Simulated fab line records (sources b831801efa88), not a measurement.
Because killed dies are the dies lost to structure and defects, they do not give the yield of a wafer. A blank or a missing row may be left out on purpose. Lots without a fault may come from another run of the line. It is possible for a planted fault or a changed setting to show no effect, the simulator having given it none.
What tool caused it? + flow gf180mcu + 13 lots with 39 wafers sampled at 6 steps, on a route of 602 steps

== WHAT THE GAUGES READ, wafer by wafer ==
GF_DUAL_GATE_OVL_MEAS_11. Usual: DUAL_GATE_OVL typically reads 1.1 nm, with standard deviation 1.5.
| lot  | measured     | on         | DUAL_GATE_OVL (nm) | flag |
|------|--------------|------------|--------------------|------|
| L746 | day 8 07:37  | overlay-02 | 0.6 -1.0 -1.4      |      |
| L747 | day 8 14:28  | overlay-02 | -0.1 -0.2 -1.6     |      |
| L748 | day 9 00:34  | overlay-02 | 1.2 0.8 2.3        |      |
| L750 | day 9 09:49  | overlay-02 | 0.2 0.5 -1.3       |      |
| L751 | day 10 03:51 | overlay-01 | 3.5 3.7 3.9        |      |
| L752 | day 10 03:54 | overlay-02 | 1.1 -0.1 2.2       |      |
| L756 | day 11 03:02 | overlay-02 | 1.1 2.0 1.4        |      |
| L757 | day 11 13:11 | overlay-01 | 2.5 2.2 0.5        |      |
| L758 | day 11 18:05 | overlay-01 | 2.2 3.7 2.4        |      |
| L763 | day 13 04:39 | overlay-02 | -0.7 0.4 -0.4      |      |
| L765 | day 13 18:11 | overlay-02 | -1.1 0.0 -0.8      |      |
| L768 | day 14 18:21 | overlay-01 | 3.5 3.6 3.6        |      |
| L769 | day 14 22:29 | overlay-02 | 0.0 0.1 0.5        |      |

GF_POLY_GATE_OVL_MEAS_11. Usual: POLY_GATE_OVL typically reads -1 nm, with standard deviation 4.5.
| lot  | measured     | on         | POLY_GATE_OVL (nm) | flag |
|------|--------------|------------|--------------------|------|
| L746 | day 9 03:31  | overlay-01 | 7 1 6              |      |
| L747 | day 9 10:31  | overlay-02 | 0 -4 -1            |      |
| L748 | day 10 08:21 | overlay-02 | 2 0 -7             |      |
| L750 | day 10 08:46 | overlay-02 | -1 -4 -2           |      |
| L751 | day 11 01:07 | overlay-02 | -10 -4 -9          |      |
| L752 | day 11 01:22 | overlay-01 | -7 -4 0            |      |
| L756 | day 12 00:57 | overlay-01 | 1 -3 8             |      |
| L757 | day 12 12:17 | overlay-02 | -12 -3 -2          |      |
| L758 | day 12 17:07 | overlay-01 | 4 1 4              |      |
| L763 | day 14 04:36 | overlay-01 | 0 -2 0             |      |
| L765 | day 14 19:46 | overlay-01 | 0 -2 -2            |      |
| L768 | day 15 18:34 | overlay-01 | 6 -4 5             |      |
| L769 | day 16 02:37 | overlay-01 | 2 7 0              |      |

GF_HV_LDD_CD_MEAS_19 targets a cd of 400 nm. Usual: cd-nm at 400.4 nm, with a standard deviation of 1.8.
| lot  | measured     | on        | cd-nm (nm)        | flag |
|------|--------------|-----------|-------------------|------|
| L746 | day 11 01:15 | cd-sem-01 | 400.8 402.1 402.3 |      |
| L747 | day 11 02:04 | cd-sem-01 | 400.8 398.9 399.6 |      |
| L748 | day 12 00:02 | cd-sem-01 | 398.5 398.7 398.9 |      |
| L750 | day 12 00:42 | cd-sem-01 | 402.8 398.9 398.4 |      |
| L751 | day 12 16:46 | cd-sem-01 | 401.6 400.2 400.4 |      |
| L752 | day 12 17:23 | cd-sem-01 | 398.4 399.4 398.1 |      |
| L756 | day 13 19:16 | cd-sem-01 | 402.8 403.5 403.0 |      |
| L757 | day 14 06:46 | cd-sem-01 | 402.5 400.8 401.0 |      |
| L758 | day 14 11:07 | cd-sem-02 | - - -             | OFF  |
| L763 | day 16 01:20 | cd-sem-02 | 399.7 401.6 403.3 |      |
| L765 | day 16 17:53 | cd-sem-01 | 399.9 401.4 401.2 |      |
| L768 | day 17 17:58 | cd-sem-01 | 399.6 400.8 402.0 |      |
| L769 | day 18 03:34 | cd-sem-02 | 398.9 397.6 397.7 |      |

GF_HV_LDD_TW_MEAS_23. Usual: HV_LDD_2_TW typically reads 1054, with standard deviation 11.
| lot  | measured     | on            | HV_LDD_2_TW    | flag |
|------|--------------|---------------|----------------|------|
| L746 | day 11 01:37 | film-metro-04 | 1064 1059 1061 |      |
| L747 | day 11 02:27 | film-metro-02 | 1056 1054 1058 |      |
| L748 | day 12 00:25 | film-metro-02 | 1051 1046 1055 |      |
| L750 | day 12 01:05 | film-metro-04 | 1068 1068 1066 |      |
| L751 | day 12 17:09 | film-metro-02 | 1057 1044 1053 |      |
| L752 | day 12 17:47 | film-metro-04 | 1074 1073 1072 |      |
| L756 | day 13 19:41 | film-metro-01 | 1043 1043 1046 |      |
| L757 | day 14 07:10 | film-metro-04 | 1057 1061 1060 |      |
| L758 | day 14 11:31 | film-metro-04 | 30 30 30       | OFF  |
| L763 | day 16 01:44 | film-metro-04 | 1066 1064 1064 |      |
| L765 | day 16 18:17 | film-metro-04 | 1064 1067 1064 |      |
| L768 | day 17 18:21 | film-metro-04 | 1051 1055 1056 |      |
| L769 | day 18 03:59 | film-metro-02 | 1053 1053 1046 |      |

GF_HV_LDD_TW_MEAS_50. Usual: HV_LDD_4_TW typically reads 568, with standard deviation 5.2.
| lot  | measured     | on            | HV_LDD_4_TW    | flag |
|------|--------------|---------------|----------------|------|
| L746 | day 12 16:29 | film-metro-01 | 563 562 564    |      |
| L747 | day 12 16:51 | film-metro-01 | 558 560 562    |      |
| L748 | day 13 16:57 | film-metro-01 | 566 563 563    |      |
| L750 | day 13 17:55 | film-metro-02 | 568 567 566    |      |
| L751 | day 14 11:01 | film-metro-01 | 561 558 563    |      |
| L752 | day 14 11:11 | film-metro-04 | 574 573 571    |      |
| L756 | day 15 14:20 | film-metro-02 | 568 567 567    |      |
| L757 | day 16 03:23 | film-metro-04 | 575 574 574    |      |
| L758 | day 16 06:59 | film-metro-04 | 1114 1116 1105 | OFF  |
| L763 | day 18 00:34 | film-metro-04 | 570 571 571    |      |
| L765 | day 18 16:35 | film-metro-02 | 565 563 567    |      |
| L768 | day 19 18:43 | film-metro-04 | 573 572 575    |      |
| L769 | day 20 04:52 | film-metro-04 | 574 576 572    |      |

== WHAT TOOL EACH LOT RAN ON (gives the tool, then ch and the chambers of the sampled wafers, and finally the start) ==
| lot  | GF_HV_LDD_EXPOSE_16                 |
|------|-------------------------------------|
| L746 | iline-stepper-02 ch 0, day 10 16:31 |
| L747 | iline-stepper-01 ch 0, day 10 17:04 |
| L748 | iline-stepper-02 ch 0, day 11 14:53 |
| L750 | iline-stepper-02 ch 0, day 11 15:30 |
| L751 | iline-stepper-02 ch 0, day 12 07:05 |
| L752 | iline-stepper-01 ch 0, day 12 07:38 |
| L756 | iline-stepper-01 ch 0, day 13 09:28 |
| L757 | iline-stepper-02 ch 0, day 13 20:44 |
| L758 | iline-stepper-02 ch 0, day 14 00:37 |
| L763 | iline-stepper-02 ch 0, day 15 14:44 |
| L765 | iline-stepper-02 ch 0, day 16 07:01 |
| L768 | iline-stepper-02 ch 0, day 17 06:22 |
| L769 | iline-stepper-01 ch 0, day 17 15:31 |
- GF_HV_LDD_EXPOSE_16: exposes mask Pplus LV AREA, target cd 400 nm.

== AS READ BY THE TOOLS THEMSELVES (means over the sampled wafers that have a number; for cases with no such wafer, the mark the record gives instead) ==
The record holds no such reading with a usual standard deviation.

== THE ANSWER, worked out from the rows above alone ==
Rule: a lot is off if the mean of its wafers that have a number lies more than 3 standard deviations from the usual mean. Also off: a lot with no number at a reading for which 4 or more lots have one. The other lots that the step has rows for count as sound. After the gauges, taken in route order, come the tools' own readings; for these a lot's mean is taken, as printed above. The first step at which some lot is off is used, and at that step the reading that is off furthest; a lot without a number counts as furthest.
Off: L758 (GF_HV_LDD_CD_MEAS_19, cd-nm). Without a number there: L758.
A tool fits if, at a process step before that reading, it ran every lot that is off, and no sound lot after the first of them. Not tried: the gauges at GF_HV_LDD_CD_MEAS_19; whatever is off there is also off at GF_HV_LDD_TW_MEAS_23, on other tools, and gauge error can't account for it. Of those tried, none fits.

== WHAT THE SIMULATOR PUT IN ==
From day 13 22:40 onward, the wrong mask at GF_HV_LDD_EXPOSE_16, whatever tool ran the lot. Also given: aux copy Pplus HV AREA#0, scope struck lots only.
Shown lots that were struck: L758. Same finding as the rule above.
